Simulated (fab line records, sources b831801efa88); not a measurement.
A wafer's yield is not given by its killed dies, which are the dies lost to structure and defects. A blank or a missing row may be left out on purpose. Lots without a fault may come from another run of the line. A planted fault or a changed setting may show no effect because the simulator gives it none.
fab line records :: flow sky130
[record]
  lots = 6
  wafers = 18
  lastDay = 50
route steps=708 shown METAL5@680 PASSIVATION@681
lots with no fault: from the same line, run without faults
startH: start of the lot's first displayed wafer, in hours after the record's first day :: waitH: how many hours have passed since the lot's step before this one :: " unchanged from the row above :: L1.1+2: several wafers, shown together as one row :: - value missing, or start not given :: * or withheld: withheld :: < > ~ a bound
route shown NAME@n: NAME is a module with steps in the file, n the number in the route of the first one :: usual: mean/standard deviation of fault-free wafers :: same: alike in all rows :: chamber/n: place in a boat :: sites: the reading at each site :: _std_site: the values' standard deviation :: _edge_site: the outer-site mean with the inner-site mean subtracted :: radiusMm: for every site, how far away it sits from the centre of the wafer :: mask NAME#n: copy n :: behind: the most recent tool/chamber to have shaped the wafer :: hold: why the lot was held/for how many hours/how that ended :: device: which transistor (n, p or np) failed to switch :: end of line: the tests these same wafers got at the end of their route :: a step without rows: its recipe alone :: killed: dies lost to structure and defects at the first sort, not the wafer's yield :: map: the dies of a wafer, with x for killed, . for not killed, _ for no die there
set.NAME: the setting as run; set.NAME@STEP: as run at that earlier step :: model.NAME: the simulator's own value behind a step, which no gauge read
certain route steps with their lots: each step a table, each wafer a row
services: a tool's chamber out of use, with start hour (startH, from the record's first day; less than 0 if before it), hours out, and reason
[[steps]]
[step SKY_METAL5_CLEAN_19]
[recipe]
  chemistry = O3/DIW
  dry = n2Spin
[step SKY_PASSIVATION_CVD_00]
[recipe]
  material = SiO2
  targetThkNm = 90
  tempC = 400
  timeS = withheld
  rfW = 600
[usual]
  heaterPowerOuterW = 402/61
  heaterPowerW = 728/100
  susceptorTempC = 400.01/0.2
lot.wafer: L167.1
tool: pecvd-02
chamber: 0
startH: 1024.86
waitH: 0.0
heaterPowerOuterW: 320
heaterPowerW: 568
susceptorTempC: 399.89

lot.wafer: L167.4
tool: pecvd-02
chamber: 2
startH: 1024.86
waitH: 0.0
heaterPowerOuterW: 426
heaterPowerW: 778
susceptorTempC: 400.04

lot.wafer: L167.5
tool: pecvd-02
chamber: 0
startH: 1024.86
waitH: 0.0
heaterPowerOuterW: 315
heaterPowerW: 566
susceptorTempC: 400.31

lot.wafer: L177.1
tool: pecvd-03
chamber: 1
startH: 1103.24
waitH: 0.0
heaterPowerOuterW: 298
heaterPowerW: 581
susceptorTempC: 399.84

lot.wafer: L177.5
tool: pecvd-03
chamber: 0
startH: 1103.24
waitH: 0.0
heaterPowerOuterW: 361
heaterPowerW: 714
susceptorTempC: 399.74

lot.wafer: L177.6
tool: pecvd-03
chamber: 2
startH: 1103.24
waitH: 0.0
heaterPowerOuterW: 478
heaterPowerW: 745
susceptorTempC: 399.79

lot.wafer: L186.2
tool: pecvd-03
chamber: 0
startH: 1153.01
waitH: 0.0
heaterPowerOuterW: 485
heaterPowerW: 874
susceptorTempC: 400.01

lot.wafer: L186.4
tool: pecvd-03
chamber: 0
startH: 1153.01
waitH: 0.0
heaterPowerOuterW: 492
heaterPowerW: 908
susceptorTempC: 399.96

lot.wafer: L186.6
tool: pecvd-03
chamber: 1
startH: 1153.01
waitH: 0.0
heaterPowerOuterW: 363
heaterPowerW: 682
susceptorTempC: 400.35

lot.wafer: L187.1
tool: pecvd-02
chamber: 1
startH: 1153.23
waitH: 0.0
heaterPowerOuterW: 488
heaterPowerW: 901
susceptorTempC: 400.17

lot.wafer: L187.2
tool: pecvd-02
chamber: 0
startH: 1153.23
waitH: 0.0
heaterPowerOuterW: 348
heaterPowerW: 605
susceptorTempC: 400.09

lot.wafer: L187.5
tool: pecvd-02
chamber: 2
startH: 1153.23
waitH: 0.0
heaterPowerOuterW: 403
heaterPowerW: 720
susceptorTempC: 399.93

lot.wafer: L189.1
tool: pecvd-03
chamber: 0
startH: 1160.14
waitH: 0.0
heaterPowerOuterW: 464
heaterPowerW: 868
susceptorTempC: 400.13

lot.wafer: L189.4
tool: pecvd-03
chamber: 0
startH: 1160.14
waitH: 0.0
heaterPowerOuterW: 458
heaterPowerW: 862
susceptorTempC: 400.22

lot.wafer: L189.6
tool: pecvd-03
chamber: 1
startH: 1160.14
waitH: 0.0
heaterPowerOuterW: 364
heaterPowerW: 686
susceptorTempC: 399.94

lot.wafer: L190.1
tool: pecvd-04
chamber: 0
startH: 1169.24
waitH: 0.0
heaterPowerOuterW: 437
heaterPowerW: 858
susceptorTempC: 400.03

lot.wafer: L190.5
tool: pecvd-04
chamber: 0
startH: 1169.24
waitH: 0.0
heaterPowerOuterW: 426
heaterPowerW: 845
susceptorTempC: 399.97

lot.wafer: L190.6
tool: pecvd-04
chamber: 1
startH: 1169.24
waitH: 0.0
heaterPowerOuterW: 384
heaterPowerW: 684
susceptorTempC: 399.90
[step SKY_PASSIVATION_THK_MEAS_01]
[recipe]
  reads = SiO2_of_PASSIVATION_CVD_00
[usual]
  PASSIVATION_CVD_00_THK = 89.6/1.1
lot.wafer: L167.1
tool: filmMetro-04
chamber: -
startH: 1024.88
waitH: -
PASSIVATION_CVD_00_THK[nm]: 89.0

lot.wafer: L167.4
tool: filmMetro-04
chamber: -
startH: 1024.88
waitH: -
PASSIVATION_CVD_00_THK[nm]: 90.0

lot.wafer: L167.5
tool: filmMetro-04
chamber: -
startH: 1024.88
waitH: -
PASSIVATION_CVD_00_THK[nm]: 90.1

lot.wafer: L177.1
tool: filmMetro-02
chamber: -
startH: 1103.26
waitH: -
PASSIVATION_CVD_00_THK[nm]: 87.7

lot.wafer: L177.5
tool: filmMetro-02
chamber: -
startH: 1103.26
waitH: -
PASSIVATION_CVD_00_THK[nm]: 89.3

lot.wafer: L177.6
tool: filmMetro-02
chamber: -
startH: 1103.26
waitH: -
PASSIVATION_CVD_00_THK[nm]: 88.2

lot.wafer: L186.2
tool: filmMetro-01
chamber: -
startH: 1153.04
waitH: -
PASSIVATION_CVD_00_THK[nm]: 88.0

lot.wafer: L186.4
tool: filmMetro-01
chamber: -
startH: 1153.04
waitH: -
PASSIVATION_CVD_00_THK[nm]: 89.1

lot.wafer: L186.6
tool: filmMetro-01
chamber: -
startH: 1153.04
waitH: -
PASSIVATION_CVD_00_THK[nm]: 88.8

lot.wafer: L187.1
tool: filmMetro-04
chamber: -
startH: 1153.25
waitH: -
PASSIVATION_CVD_00_THK[nm]: 88.4

lot.wafer: L187.2
tool: filmMetro-04
chamber: -
startH: 1153.25
waitH: -
PASSIVATION_CVD_00_THK[nm]: 89.9

lot.wafer: L187.5
tool: filmMetro-04
chamber: -
startH: 1153.25
waitH: -
PASSIVATION_CVD_00_THK[nm]: 89.2

lot.wafer: L189.1
tool: filmMetro-02
chamber: -
startH: 1160.16
waitH: -
PASSIVATION_CVD_00_THK[nm]: 88.6

lot.wafer: L189.4
tool: filmMetro-02
chamber: -
startH: 1160.16
waitH: -
PASSIVATION_CVD_00_THK[nm]: 90.2

lot.wafer: L189.6
tool: filmMetro-02
chamber: -
startH: 1160.16
waitH: -
PASSIVATION_CVD_00_THK[nm]: 89.8

lot.wafer: L190.1
tool: filmMetro-01
chamber: -
startH: 1169.26
waitH: -
PASSIVATION_CVD_00_THK[nm]: 88.8

lot.wafer: L190.5
tool: filmMetro-01
chamber: -
startH: 1169.26
waitH: -
PASSIVATION_CVD_00_THK[nm]: 92.4

lot.wafer: L190.6
tool: filmMetro-01
chamber: -
startH: 1169.26
waitH: -
PASSIVATION_CVD_00_THK[nm]: 90.8
[step SKY_PASSIVATION_CVD_02]
[recipe]
  material = Si3N4
  targetThkNm = 540
  tempC = 400
  timeS = withheld
  rfW = 450
[usual]
  heaterPowerOuterW = 440/67
  heaterPowerW = 774/100
  susceptorTempC = 400.02/0.21
lot.wafer: L167.1
tool: pecvd-03
chamber: 2
startH: 1024.94
waitH: 0.1
heaterPowerOuterW: 457
heaterPowerW: 717
susceptorTempC: 400.25

lot.wafer: L167.4
tool: pecvd-03
chamber: 0
startH: 1024.94
waitH: 0.1
heaterPowerOuterW: 405
heaterPowerW: 764
susceptorTempC: 399.66

lot.wafer: L167.5
tool: pecvd-03
chamber: 2
startH: 1024.94
waitH: 0.1
heaterPowerOuterW: 485
heaterPowerW: 750
susceptorTempC: 400.17

lot.wafer: L177.1
tool: pecvd-04
chamber: 0
startH: 1103.32
waitH: 0.1
heaterPowerOuterW: 378
heaterPowerW: 773
susceptorTempC: 400.33

lot.wafer: L177.5
tool: pecvd-04
chamber: 1
startH: 1103.32
waitH: 0.1
heaterPowerOuterW: 429
heaterPowerW: 727
susceptorTempC: 400.04

lot.wafer: L177.6
tool: pecvd-04
chamber: 0
startH: 1103.32
waitH: 0.1
heaterPowerOuterW: 404
heaterPowerW: 820
susceptorTempC: 400.21

lot.wafer: L186.2
tool: pecvd-04
chamber: 1
startH: 1153.09
waitH: 0.0
heaterPowerOuterW: 425
heaterPowerW: 742
susceptorTempC: 400.04

lot.wafer: L186.4
tool: pecvd-04
chamber: 1
startH: 1153.09
waitH: 0.0
heaterPowerOuterW: 323
heaterPowerW: 599
susceptorTempC: 400.12

lot.wafer: L186.6
tool: pecvd-04
chamber: 0
startH: 1153.09
waitH: 0.0
heaterPowerOuterW: 485
heaterPowerW: 879
susceptorTempC: 399.83

lot.wafer: L187.1
tool: pecvd-03
chamber: 1
startH: 1153.31
waitH: 0.1
heaterPowerOuterW: 302
heaterPowerW: 569
susceptorTempC: 400.32

lot.wafer: L187.2
tool: pecvd-03
chamber: 0
startH: 1153.31
waitH: 0.1
heaterPowerOuterW: 528
heaterPowerW: 936
susceptorTempC: 399.99

lot.wafer: L187.5
tool: pecvd-03
chamber: 2
startH: 1153.31
waitH: 0.1
heaterPowerOuterW: 529
heaterPowerW: 832
susceptorTempC: 400.22

lot.wafer: L189.1
tool: pecvd-02
chamber: 2
startH: 1160.22
waitH: 0.1
heaterPowerOuterW: 445
heaterPowerW: 787
susceptorTempC: 399.69

lot.wafer: L189.4
tool: pecvd-02
chamber: 0
startH: 1160.22
waitH: 0.1
heaterPowerOuterW: 370
heaterPowerW: 632
susceptorTempC: 399.81

lot.wafer: L189.6
tool: pecvd-02
chamber: 2
startH: 1160.22
waitH: 0.1
heaterPowerOuterW: 458
heaterPowerW: 811
susceptorTempC: 399.79

lot.wafer: L190.1
tool: pecvd-03
chamber: 2
startH: 1169.32
waitH: 0.1
heaterPowerOuterW: 508
heaterPowerW: 810
susceptorTempC: 400.00

lot.wafer: L190.5
tool: pecvd-03
chamber: 1
startH: 1169.32
waitH: 0.1
heaterPowerOuterW: 392
heaterPowerW: 701
susceptorTempC: 400.31

lot.wafer: L190.6
tool: pecvd-03
chamber: 0
startH: 1169.32
waitH: 0.1
heaterPowerOuterW: 480
heaterPowerW: 871
susceptorTempC: 400.12
[step SKY_PASSIVATION_THK_MEAS_03]
[recipe]
  reads = Si3N4_of_PASSIVATION_CVD_02
[usual]
  PASSIVATION_CVD_02_THK = 542/5.9
lot.wafer: L167.1
tool: filmMetro-01
chamber: -
startH: 1025.17
waitH: -
PASSIVATION_CVD_02_THK[nm]: 541

lot.wafer: L167.4
tool: filmMetro-01
chamber: -
startH: 1025.17
waitH: -
PASSIVATION_CVD_02_THK[nm]: 546

lot.wafer: L167.5
tool: filmMetro-01
chamber: -
startH: 1025.17
waitH: -
PASSIVATION_CVD_02_THK[nm]: 547

lot.wafer: L177.1
tool: filmMetro-01
chamber: -
startH: 1103.54
waitH: -
PASSIVATION_CVD_02_THK[nm]: 540

lot.wafer: L177.5
tool: filmMetro-01
chamber: -
startH: 1103.54
waitH: -
PASSIVATION_CVD_02_THK[nm]: 546

lot.wafer: L177.6
tool: filmMetro-01
chamber: -
startH: 1103.54
waitH: -
PASSIVATION_CVD_02_THK[nm]: 546

lot.wafer: L186.2
tool: filmMetro-01
chamber: -
startH: 1153.33
waitH: -
PASSIVATION_CVD_02_THK[nm]: 533

lot.wafer: L186.4
tool: filmMetro-01
chamber: -
startH: 1153.33
waitH: -
PASSIVATION_CVD_02_THK[nm]: 546

lot.wafer: L186.6
tool: filmMetro-01
chamber: -
startH: 1153.33
waitH: -
PASSIVATION_CVD_02_THK[nm]: 552

lot.wafer: L187.1
tool: filmMetro-04
chamber: -
startH: 1153.54
waitH: -
PASSIVATION_CVD_02_THK[nm]: 541

lot.wafer: L187.2
tool: filmMetro-04
chamber: -
startH: 1153.54
waitH: -
PASSIVATION_CVD_02_THK[nm]: 535

lot.wafer: L187.5
tool: filmMetro-04
chamber: -
startH: 1153.54
waitH: -
PASSIVATION_CVD_02_THK[nm]: 549

lot.wafer: L189.1
tool: filmMetro-02
chamber: -
startH: 1160.44
waitH: -
PASSIVATION_CVD_02_THK[nm]: 541

lot.wafer: L189.4
tool: filmMetro-02
chamber: -
startH: 1160.44
waitH: -
PASSIVATION_CVD_02_THK[nm]: 550

lot.wafer: L189.6
tool: filmMetro-02
chamber: -
startH: 1160.44
waitH: -
PASSIVATION_CVD_02_THK[nm]: 553

lot.wafer: L190.1
tool: filmMetro-04
chamber: -
startH: 1169.55
waitH: -
PASSIVATION_CVD_02_THK[nm]: 542

lot.wafer: L190.5
tool: filmMetro-04
chamber: -
startH: 1169.55
waitH: -
PASSIVATION_CVD_02_THK[nm]: 546

lot.wafer: L190.6
tool: filmMetro-04
chamber: -
startH: 1169.55
waitH: -
PASSIVATION_CVD_02_THK[nm]: 544
[step SKY_PASSIVATION_DEHYDRATE_04]
[recipe]
  tempC = 200
  timeS = 60
[step SKY_PASSIVATION_HMDS_05]
[recipe]
  primeTimeS = 60
  primeTempC = 120
[step SKY_PASSIVATION_COAT_06]
[recipe]
  spinRpm = 2000
  resistThkNm = 3000
[step SKY_PASSIVATION_SOFTBAKE_07]
[recipe]
  tempC = 110
  timeS = withheld
[step SKY_PASSIVATION_EXPOSE_08]
[recipe]
  maskId = NSM
  targetCdNm = 3000
  na = 0.57
  doseMj = 260
[step SKY_PASSIVATION_PEB_09]
[recipe]
  tempC = 115
  timeS = withheld
[step SKY_PASSIVATION_DEVELOP_10]
[recipe]
  developTimeS = 60
  devTempC = 23
[step SKY_PASSIVATION_ETCH_11]
[recipe]
  chemistry = CF4/O2
  targetDepthNm = 725
  stopOn = AlCu
  sourceW = 800
  biasW = 150
  pressureMtorr = 150
  cf4FlowSccm = 80
  O2_flow_sccm = 10
  timeS = 161.1
[usual]
  O2_flow_sccm = 10.00/0.03
  biasW = 150.0/0.44
  cf4FlowSccm = 79.99/0.25
  drypumpMotorCurrentA = 5.6/0.46
  oesProductAu = 0.978/0.0063
  throttleValvePct = 5.964/0.0094
  timeS = 161.1/0
lot.wafer: L167.1
tool: rieDiel-01
chamber: 2
startH: 1047.40
waitH: -
O2_flow_sccm: 10.01
biasW: 149.7
cf4FlowSccm: 79.62
drypumpMotorCurrentA: 5.4
oesProductAu: 0.982
rfHoursCounterH: 10
throttleValvePct: 5.973
timeS: 161.1
model.coat_of_PASSIVATION_COAT_06.thkNm: 2515

lot.wafer: L167.4
tool: rieDiel-01
chamber: 0
startH: 1047.40
waitH: -
O2_flow_sccm: 9.98
biasW: 150.8
cf4FlowSccm: 79.77
drypumpMotorCurrentA: 5.1
oesProductAu: 0.984
rfHoursCounterH: 3
throttleValvePct: 5.951
timeS: 161.1
model.coat_of_PASSIVATION_COAT_06.thkNm: 2504

lot.wafer: L167.5
tool: rieDiel-01
chamber: 3
startH: 1047.40
waitH: -
O2_flow_sccm: 9.99
biasW: 149.4
cf4FlowSccm: 79.86
drypumpMotorCurrentA: 5.0
oesProductAu: 0.979
rfHoursCounterH: -
throttleValvePct: 5.964
timeS: 161.1
model.coat_of_PASSIVATION_COAT_06.thkNm: 2511

lot.wafer: L177.1
tool: rieDiel-04
chamber: 0
startH: 1123.20
waitH: -
O2_flow_sccm: 9.93
biasW: 150.5
cf4FlowSccm: 80.17
drypumpMotorCurrentA: 5.1
oesProductAu: 0.977
rfHoursCounterH: 7
throttleValvePct: 5.970
timeS: 161.1
model.coat_of_PASSIVATION_COAT_06.thkNm: 2524

lot.wafer: L177.5
tool: rieDiel-04
chamber: 0
startH: 1123.20
waitH: -
O2_flow_sccm: 9.95
biasW: 149.9
cf4FlowSccm: 79.98
drypumpMotorCurrentA: 5.1
oesProductAu: 0.995
rfHoursCounterH: -
throttleValvePct: 5.972
timeS: 161.1
model.coat_of_PASSIVATION_COAT_06.thkNm: 2515

lot.wafer: L177.6
tool: rieDiel-04
chamber: 1
startH: 1123.20
waitH: -
O2_flow_sccm: 10.01
biasW: 149.8
cf4FlowSccm: 79.71
drypumpMotorCurrentA: 6.8
oesProductAu: 0.981
rfHoursCounterH: -
throttleValvePct: 5.966
timeS: 161.1
model.coat_of_PASSIVATION_COAT_06.thkNm: 2532

lot.wafer: L186.2
tool: rieDiel-02
chamber: 2
startH: 1170.90
waitH: -
O2_flow_sccm: -
biasW: -
cf4FlowSccm: -
drypumpMotorCurrentA: -
oesProductAu: -
rfHoursCounterH: -
throttleValvePct: -
timeS: -
model.coat_of_PASSIVATION_COAT_06.thkNm: 2989

lot.wafer: L186.4
tool: rieDiel-02
chamber: 0
startH: 1170.90
waitH: -
O2_flow_sccm: -
biasW: -
cf4FlowSccm: -
drypumpMotorCurrentA: -
oesProductAu: -
rfHoursCounterH: -
throttleValvePct: -
timeS: -
model.coat_of_PASSIVATION_COAT_06.thkNm: 2987

lot.wafer: L186.6
tool: rieDiel-02
chamber: 0
startH: 1170.90
waitH: -
O2_flow_sccm: -
biasW: -
cf4FlowSccm: -
drypumpMotorCurrentA: -
oesProductAu: -
rfHoursCounterH: -
throttleValvePct: -
timeS: -
model.coat_of_PASSIVATION_COAT_06.thkNm: 2977

lot.wafer: L187.1
tool: rieDiel-01
chamber: 2
startH: 1171.24
waitH: -
O2_flow_sccm: -
biasW: -
cf4FlowSccm: -
drypumpMotorCurrentA: -
oesProductAu: -
rfHoursCounterH: -
throttleValvePct: -
timeS: -
model.coat_of_PASSIVATION_COAT_06.thkNm: 3004

lot.wafer: L187.2
tool: rieDiel-01
chamber: 0
startH: 1171.24
waitH: -
O2_flow_sccm: -
biasW: -
cf4FlowSccm: -
drypumpMotorCurrentA: -
oesProductAu: -
rfHoursCounterH: -
throttleValvePct: -
timeS: -
model.coat_of_PASSIVATION_COAT_06.thkNm: 3004

lot.wafer: L187.5
tool: rieDiel-01
chamber: 2
startH: 1171.24
waitH: -
O2_flow_sccm: -
biasW: -
cf4FlowSccm: -
drypumpMotorCurrentA: -
oesProductAu: -
rfHoursCounterH: -
throttleValvePct: -
timeS: -
model.coat_of_PASSIVATION_COAT_06.thkNm: 3002

lot.wafer: L189.1
tool: rieDiel-01
chamber: 0
startH: 1178.68
waitH: -
O2_flow_sccm: 10.01
biasW: 150.3
cf4FlowSccm: 79.75
drypumpMotorCurrentA: 5.1
oesProductAu: 0.969
rfHoursCounterH: 8
throttleValvePct: 5.968
timeS: 161.1
model.coat_of_PASSIVATION_COAT_06.thkNm: 2524

lot.wafer: L189.4
tool: rieDiel-01
chamber: 0
startH: 1178.68
waitH: -
O2_flow_sccm: 10.04
biasW: 149.5
cf4FlowSccm: 79.39
drypumpMotorCurrentA: 5.1
oesProductAu: 0.983
rfHoursCounterH: -
throttleValvePct: 5.965
timeS: 161.1
model.coat_of_PASSIVATION_COAT_06.thkNm: 2511

lot.wafer: L189.6
tool: rieDiel-01
chamber: 1
startH: 1178.68
waitH: -
O2_flow_sccm: 10.06
biasW: 150.0
cf4FlowSccm: 80.16
drypumpMotorCurrentA: 5.4
oesProductAu: 0.992
rfHoursCounterH: -
throttleValvePct: 5.971
timeS: 161.1
model.coat_of_PASSIVATION_COAT_06.thkNm: 2512

lot.wafer: L190.1
tool: rieDiel-04
chamber: 2
startH: 1186.65
waitH: -
O2_flow_sccm: 10.00
biasW: 149.8
cf4FlowSccm: 80.66
drypumpMotorCurrentA: 5.6
oesProductAu: 0.977
rfHoursCounterH: 29
throttleValvePct: 5.968
timeS: 161.1
model.coat_of_PASSIVATION_COAT_06.thkNm: 2518

lot.wafer: L190.5
tool: rieDiel-04
chamber: 1
startH: 1186.65
waitH: -
O2_flow_sccm: 9.96
biasW: 150.2
cf4FlowSccm: 79.96
drypumpMotorCurrentA: 6.8
oesProductAu: 0.982
rfHoursCounterH: -
throttleValvePct: 5.975
timeS: 161.1
model.coat_of_PASSIVATION_COAT_06.thkNm: 2525

lot.wafer: L190.6
tool: rieDiel-04
chamber: 2
startH: 1186.65
waitH: -
O2_flow_sccm: 9.97
biasW: 149.8
cf4FlowSccm: 80.45
drypumpMotorCurrentA: 5.7
oesProductAu: 0.984
rfHoursCounterH: -
throttleValvePct: 5.950
timeS: 161.1
model.coat_of_PASSIVATION_COAT_06.thkNm: 2516
[step SKY_PASSIVATION_STRIP_12]
[recipe]
  chemistry = O2/N2
  powerW = 1400
  pressureMtorr = 1500
  platenTempC = withheld
  overashFraction = 0.7
  o2FlowSccm = 3000
  n2FlowSccm = 300
[usual]
  drypumpMotorCurrentA = 5.7/0.59
  oesProductAu = 0.661/0.0046
  stripTimeToEndpointS = 31.56/0.1
lot.wafer: L167.1
tool: plasmaAsher-04
chamber: 0
startH: 1047.50
waitH: 0.1
drypumpMotorCurrentA: 5.1
oesProductAu: 0.658
rfHoursCounterH: 77
stripTimeToEndpointS: 31.49

lot.wafer: L167.4
tool: plasmaAsher-04
chamber: 0
startH: 1047.50
waitH: 0.1
drypumpMotorCurrentA: 5.1
oesProductAu: 0.659
rfHoursCounterH: -
stripTimeToEndpointS: 31.37

lot.wafer: L167.5
tool: plasmaAsher-04
chamber: 0
startH: 1047.50
waitH: 0.1
drypumpMotorCurrentA: 5.1
oesProductAu: 0.658
rfHoursCounterH: -
stripTimeToEndpointS: 31.46

lot.wafer: L177.1
tool: plasmaAsher-04
chamber: 1
startH: 1123.31
waitH: 0.1
drypumpMotorCurrentA: 5.1
oesProductAu: 0.665
rfHoursCounterH: 85
stripTimeToEndpointS: 31.60

lot.wafer: L177.5
tool: plasmaAsher-04
chamber: 1
startH: 1123.31
waitH: 0.1
drypumpMotorCurrentA: 5.1
oesProductAu: 0.661
rfHoursCounterH: -
stripTimeToEndpointS: 31.52

lot.wafer: L177.6
tool: plasmaAsher-04
chamber: 0
startH: 1123.31
waitH: 0.1
drypumpMotorCurrentA: 5.1
oesProductAu: 0.663
rfHoursCounterH: -
stripTimeToEndpointS: 31.72

lot.wafer: L186.2
tool: plasmaAsher-02
chamber: 1
startH: 1171.01
waitH: 0.1
drypumpMotorCurrentA: 6.3
oesProductAu: 0.666
rfHoursCounterH: 79
stripTimeToEndpointS: 36.82

lot.wafer: L186.4
tool: plasmaAsher-02
chamber: 0
startH: 1171.01
waitH: 0.1
drypumpMotorCurrentA: 6.4
oesProductAu: 0.669
rfHoursCounterH: -
stripTimeToEndpointS: 36.82

lot.wafer: L186.6
tool: plasmaAsher-02
chamber: 1
startH: 1171.01
waitH: 0.1
drypumpMotorCurrentA: 6.3
oesProductAu: 0.663
rfHoursCounterH: -
stripTimeToEndpointS: 36.70

lot.wafer: L187.1
tool: plasmaAsher-03
chamber: 0
startH: 1171.34
waitH: 0.1
drypumpMotorCurrentA: 5.0
oesProductAu: 0.667
rfHoursCounterH: 10
stripTimeToEndpointS: 37.01

lot.wafer: L187.2
tool: plasmaAsher-03
chamber: 1
startH: 1171.34
waitH: 0.1
drypumpMotorCurrentA: 5.8
oesProductAu: 0.668
rfHoursCounterH: 10
stripTimeToEndpointS: 37.02

lot.wafer: L187.5
tool: plasmaAsher-03
chamber: 0
startH: 1171.34
waitH: 0.1
drypumpMotorCurrentA: 5.0
oesProductAu: 0.671
rfHoursCounterH: -
stripTimeToEndpointS: 36.98

lot.wafer: L189.1
tool: plasmaAsher-04
chamber: 1
startH: 1178.78
waitH: 0.1
drypumpMotorCurrentA: 5.1
oesProductAu: 0.656
rfHoursCounterH: 90
stripTimeToEndpointS: 31.63

lot.wafer: L189.4
tool: plasmaAsher-04
chamber: 0
startH: 1178.78
waitH: 0.1
drypumpMotorCurrentA: 5.1
oesProductAu: 0.660
rfHoursCounterH: -
stripTimeToEndpointS: 31.44

lot.wafer: L189.6
tool: plasmaAsher-04
chamber: 1
startH: 1178.78
waitH: 0.1
drypumpMotorCurrentA: 5.1
oesProductAu: 0.659
rfHoursCounterH: -
stripTimeToEndpointS: 31.47

lot.wafer: L190.1
tool: plasmaAsher-04
chamber: 1
startH: 1186.76
waitH: 0.1
drypumpMotorCurrentA: 5.1
oesProductAu: 0.666
rfHoursCounterH: 91
stripTimeToEndpointS: 31.55

lot.wafer: L190.5
tool: plasmaAsher-04
chamber: 1
startH: 1186.76
waitH: 0.1
drypumpMotorCurrentA: 5.1
oesProductAu: 0.661
rfHoursCounterH: -
stripTimeToEndpointS: 31.61

lot.wafer: L190.6
tool: plasmaAsher-04
chamber: 0
startH: 1186.76
waitH: 0.1
drypumpMotorCurrentA: 5.1
oesProductAu: 0.662
rfHoursCounterH: -
stripTimeToEndpointS: 31.52
[[services]]
tool: pecvd-04
chamber: 1
startH: 1010.43
hours: -
kind: clean

tool: pecvd-04
chamber: 1
startH: 1010.43
hours: -
kind: consumableReplace:showerhead

tool: pecvd-04
chamber: 1
startH: 1010.43
hours: 29.0
kind: scheduledDown

tool: rieDiel-02
chamber: 2
startH: 1012.39
hours: 7.3
kind: repair

tool: rieDiel-02
chamber: 0
startH: 1016.00
hours: 9.5
kind: repair

tool: rieDiel-01
chamber: 1
startH: 1023.51
hours: 2.0
kind: repair

tool: plasmaAsher-02
chamber: -
startH: 1027.01
hours: 3.2
kind: repair

tool: rieDiel-02
chamber: -
startH: 1039.46
hours: 0.7
kind: repair

tool: plasmaAsher-03
chamber: -
startH: 1055.25
hours: 9.0
kind: pm

tool: rieDiel-01
chamber: 3
startH: 1055.79
hours: 7.7
kind: repair

tool: pecvd-04
chamber: -
startH: 1059.26
hours: 0.3
kind: repair

tool: rieDiel-01
chamber: 1
startH: 1060.84
hours: 11.3
kind: repair

tool: plasmaAsher-04
chamber: -
startH: 1070.27
hours: 0.7
kind: repair

tool: plasmaAsher-04
chamber: -
startH: 1088.34
hours: 2.3
kind: repair

tool: rieDiel-01
chamber: 3
startH: 1123.56
hours: 9.6
kind: repair

tool: plasmaAsher-04
chamber: -
startH: 1132.31
hours: 2.0
kind: repair

tool: pecvd-03
chamber: 0
startH: 1139.72
hours: 5.5
kind: scheduledDown

tool: rieDiel-02
chamber: 0
startH: 1159.77
hours: 3.3
kind: repair

tool: pecvd-02
chamber: -
startH: 1160.79
hours: 2.8
kind: pm

tool: rieDiel-01
chamber: 3
startH: 1163.65
hours: 28.8
kind: repair

tool: rieDiel-04
chamber: -
startH: 1168.74
hours: 2.8
kind: pm

tool: plasmaAsher-03
chamber: -
startH: 1174.95
hours: 1.4
kind: repair

tool: pecvd-02
chamber: 1
startH: 1178.00
hours: 9.0
kind: repair

tool: rieDiel-01
chamber: -
startH: 1179.15
hours: 2.1
kind: repair
[[key]]
[firstSign]
  step = SKY_PASSIVATION_ETCH_11
  reading = toolRecord
  direction = missing
[effect]
  step = SKY_PASSIVATION_STRIP_12
  reading = stripTimeToEndpointS
  direction = up
  sigmas = 51
  usual = *
  struck = *
[modelEffect]
  step = SKY_PASSIVATION_ETCH_11
  value = coat_of_PASSIVATION_COAT_06.thkNm
  without = 2511
  struck = 2994
metAt SKY_PASSIVATION_ETCH_11
struckWafers L186.2,L186.4,L186.6,L187.1,L187.2,L187.5
laterRowsLeftOut L186.2,L186.4,L186.6,L187.1,L187.2,L187.5
sortLeftOut L186.2,L186.4,L186.6,L187.1,L187.2,L187.5
onsetBetween 1047.40 1170.90
[fault]
  kind = skippedStepWhole
  tool = rieDiel-01,rieDiel-02
  chamber = -
  onsetH = 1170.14
  steps = SKY_PASSIVATION_ETCH_11
  scope = struckLotsOnly
// sortLeftOut: the simulated sort isn't trusted on such a fault, so these wafers' sort isn't shown, and their yield isn't known
// laterRowsLeftOut: the simulator's readings of these wafers behind a module that went badly wrong aren't trusted and aren't shown, but for the sort
